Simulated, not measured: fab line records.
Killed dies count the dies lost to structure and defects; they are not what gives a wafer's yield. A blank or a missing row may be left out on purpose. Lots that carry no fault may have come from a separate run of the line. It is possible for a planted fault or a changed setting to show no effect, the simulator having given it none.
Matching of chambers | flow gf180mcu | cmp-02 running GF_CONTACT_CMP_27: 3 sister chambers
The step polishes, stops on SiO2, t overpolish 15 s, target thk 0 nm. 6 wafers are shown with their chamber, then 6 later ones without.

WAFERS, EACH WITH ITS CHAMBER
wafer  | chamber | motor-current-A (A) | time-to-endpoint-s (s)
L414.1 | 0       | 10.3                | 74
L414.2 | 2       | 9.9                 | 74
L416.1 | 3       | 12.2                | 74
L416.3 | 0       | 10.7                | 75
L416.4 | 2       | 10.1                | 74
L423.2 | 3       | 11.3                | 75

WAFERS WHOSE CHAMBER IS MISSING
wafer  | motor-current-A (A) | time-to-endpoint-s (s)
L423.4 | 10.2                | 78
L428.1 | 10.6                | 77
L428.4 | 12.3                | 79
L431.4 | 12.3                | 75
L431.5 | 11.6                | 77
L431.6 | 10.4                | 76

CHAMBER TAKEN BY EACH
wafer  | from the rows above          | in truth
L423.4 | can't be placed: 0 or 2 or 3 | 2
L428.1 | can't be placed: 0 or 3 or 2 | 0
L428.4 | can't be placed: 3 or 0      | 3
L431.4 | 3                            | 3
L431.5 | can't be placed: 3 or 0      | 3
L431.6 | can't be placed: 0 or 2 or 3 | 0
Correctly placed: 1 of 6. Unplaceable from these rows: 5, with the true chamber sitting among the candidates in 5. 0 placed wrongly.
How it was worked out, from the rows above alone: a wafer's distance from a chamber is the root of the sum, over the readings, of the square of ((its reading less the chamber's mean) divided by the reading's scatter). The wafer belongs to the nearest chamber; if the next one is less than 2 further off, it can't be placed. A chamber's mean is the mean of its shown wafers. How the scatter is found: for the shown wafers, subtract from each reading the mean of its chamber, square and add these, divide the total by (wafers less chambers), then take the root.
